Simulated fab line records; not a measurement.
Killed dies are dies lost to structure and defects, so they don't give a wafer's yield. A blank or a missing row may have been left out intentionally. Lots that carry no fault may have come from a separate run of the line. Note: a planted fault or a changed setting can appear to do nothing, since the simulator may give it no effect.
Matching of chambers -- flow gf180mcu -- 4 sister chambers for GF_V2_ETCH_16 on rie_diel-04
The step etches BARC in N2/H2. 4 wafers are shown with their chamber, then 8 later ones without.

## WAFERS, EACH WITH ITS CHAMBER
wafer,chamber,drypump_motor_current_A (A)
L080.2,0,5.9
L081.5,2,5.8
L081.6,3,5.1
L094.1,1,5.8

## WAFERS WHOSE CHAMBER IS MISSING
wafer,drypump_motor_current_A (A)
L094.4,5.9
L094.5,5.1
L095.2,5.8
L095.5,5.1
L095.6,5.8
L097.1,5.1
L097.2,6.0
L097.3,5.8

## CHAMBER TAKEN BY EACH
wafer,from the rows above,in truth
L094.4,0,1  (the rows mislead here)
L094.5,3,3
L095.2,can't be placed: 1 or 2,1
L095.5,3,3
L095.6,can't be placed: 1 or 2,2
L097.1,3,3
L097.2,0,0
L097.3,can't be placed: 1 or 2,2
Correct placement for 4 of the 8. Can't be placed from these rows: 3 (the true chamber is among the candidates in 3). Wrongly placed: 1.
How it was worked out, from the rows above alone: a wafer's distance from a chamber is the root of the sum, over the readings, of the square of ((its reading less the chamber's mean) divided by the reading's scatter). The wafer belongs to the nearest chamber; if the next one is less than 2 further off, it can't be placed. A chamber's mean is the mean of its shown wafers. The scatter (one wafer shown for each chamber): square how far every hidden wafer sits from the nearest shown wafer, average those squares and take the square root.
